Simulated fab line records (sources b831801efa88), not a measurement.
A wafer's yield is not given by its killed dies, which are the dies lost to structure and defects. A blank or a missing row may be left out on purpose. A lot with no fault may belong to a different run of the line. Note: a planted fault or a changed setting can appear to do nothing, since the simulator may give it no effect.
Split-lot experiment	flow sfq_line	27 wafers read across 5 lots, on a route 325 steps long

THE SPLIT
At SFQ_TRILAYER_M5_ETCH_METAL_ETCH_126 (etches Nb in Cl2/BCl3, stops on SiO2, time 203.2 s, target depth 265 nm), the setting time_s was moved away from the recipe's 203.2 s on 6 of the 27 wafers read, by -53.1% to -26.9%. For the rest of the wafers, this setting stayed at what the recipe calls for.

The reading is taken at the split's own step.

THE READING
oes_product_au, in a.u., at SFQ_TRILAYER_M5_ETCH_METAL_ETCH_126 (etches Nb in Cl2/BCl3, stops on SiO2, time 203.2 s, target depth 265 nm). Typical for fault-free wafers on this fab line: 0.726 a.u., with standard deviation 0.0053 a.u.

wafer	tool, chamber at the split	time_s as run, s	against the recipe	oes_product_au, a.u.	against lot-mates on the recipe
L076.1	rie_metal-02, 1	203.2	recipe	0.725	-
L076.2	rie_metal-02, 0	203.2	recipe	0.731	-
L076.3	rie_metal-02, 0	203.2	recipe	0.734	-
L076.4	rie_metal-02, 1	203.2	recipe	0.733	-
L076.5	rie_metal-02, 1	203.2	recipe	0.732	-
L076.6	rie_metal-02, 0	203.2	recipe	0.730	-
L077.1	rie_metal-03, 0	203.2	recipe	0.718	-
L077.2	rie_metal-03, 1	95.33	-53.1%	0.986	+0.267
L077.3	rie_metal-03, 0	95.33	-53.1%	1.009	+0.290
L077.4	rie_metal-03, 1	95.33	-53.1%	1.001	+0.282
L077.5	rie_metal-03, 1	203.2	recipe	0.721	-
L077.6	rie_metal-03, 0	203.2	recipe	0.719	-
L079.1	rie_metal-03, 1	203.2	recipe	0.724	-
L079.2	rie_metal-03, 0	203.2	recipe	0.736	-
L079.3	rie_metal-03, 0	203.2	recipe	0.726	-
L079.4	rie_metal-03, 1	203.2	recipe	0.734	-
L079.5	rie_metal-03, 0	203.2	recipe	0.726	-
L079.6	rie_metal-03, 1	203.2	recipe	0.733	-
L081.1	rie_metal-03, 0	148.5	-26.9%	0.856	+0.129
L081.2	rie_metal-03, 1	203.2	recipe	0.727	-
L081.3	rie_metal-03, 0	148.5	-26.9%	0.859	+0.132
L081.4	rie_metal-03, 1	203.2	recipe	0.728	-
L081.5	rie_metal-03, 1	203.2	recipe	0.727	-
L081.6	rie_metal-03, 0	148.5	-26.9%	0.858	+0.131
L084.1	rie_metal-02, 1	203.2	recipe	0.727	-
L084.4	rie_metal-02, 0	203.2	recipe	0.725	-
L084.5	rie_metal-02, 0	203.2	recipe	0.722	-

THE FIT
A straight line over all 27 wafers: oes_product_au changes by -0.00506 a.u. for each +1% of time_s; r = -1.00; the points scatter about the line by 0.0061 a.u.
The same after taking each lot's own level away (the mean of its wafers on the recipe; 27 wafers): -0.00519 a.u. for each +1%; r = -1.00; scatter 0.0056 a.u.
According to that fit, moving time_s by its largest amount changes the reading by 0.28 a.u.
Measured against the standard deviation above, the lots' own levels, which go from 0.7193 to 0.7308 a.u., span 2.2 times it.
Hence the lot-to-lot level has little effect on the slope; both slopes agree.
Check: for one of the wafers moved furthest among these (-53.1%), held out of the fit, the line's prediction against its lot-mates is +0.278 a.u. It came out at +0.267 a.u. against them.
Tool readings at the split's step, against how far the setting was moved: oes_product_au r = -1.00.

FURTHER SPLITS ON THESE WAFERS
Other splits were also applied to these wafers ahead of the reading. Each is held against what the fit with the lots' levels taken away leaves over:
other split on the same wafers	wafers away from the commonest value	r with oes_product_au (lot level and that fit taken away)
SFQ_TRILAYER_INCOMING_OXIDATION_002 ox_time_s	12	-0.10
SFQ_TRILAYER_M0_BARC_OPEN_METAL_ETCH_031 time_s	12	-0.02
SFQ_TRILAYER_M1_ETCH_METAL_ETCH_042 time_s	6	-0.07
SFQ_TRILAYER_M3_DEP_SPUTTER_073 time_s	6	+0.12
SFQ_TRILAYER_M4_DEP_SPUTTER_091 time_s	9	+0.00

THE WHOLE CHAIN: every reading that the file lists as answering this split, in the file's order
step	what it does	reading	change (the file's fit)	r (the file's)
SFQ_TRILAYER_M5_ETCH_METAL_ETCH_126	etches Nb in Cl2/BCl3, stops on SiO2, time 203.2 s, target depth 265 nm	oes_product_au	-0.00517 a.u. for each +1% of the setting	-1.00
SFQ_TRILAYER_M5_ETCH_METAL_ETCH_126	etches Nb in Cl2/BCl3, stops on SiO2, time 203.2 s, target depth 265 nm	KrF_of_TRILAYER_M5_LITHO_COAT_123.thk_nm (the simulator's own value, which no gauge read)	-1.53 nm for each +1% of the setting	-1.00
SFQ_TRILAYER_M5_ETCH_METAL_ETCH_126	etches Nb in Cl2/BCl3, stops on SiO2, time 203.2 s, target depth 265 nm	M5.feature_depth_nm (the simulator's own value, which no gauge read)	+0.543 nm for each +1% of the setting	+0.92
SFQ_TRILAYER_M5_ETCH_METAL_ETCH_126	etches Nb in Cl2/BCl3, stops on SiO2, time 203.2 s, target depth 265 nm	SiO2_of_TRILAYER_I4_DEP_PECVD_099.thk_nm (the simulator's own value, which no gauge read)	-0.102 nm for each +1% of the setting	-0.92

FILE'S OWN FIT
oes_product_au changes by -0.00517 a.u. for each +1% of time_s, r = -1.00.
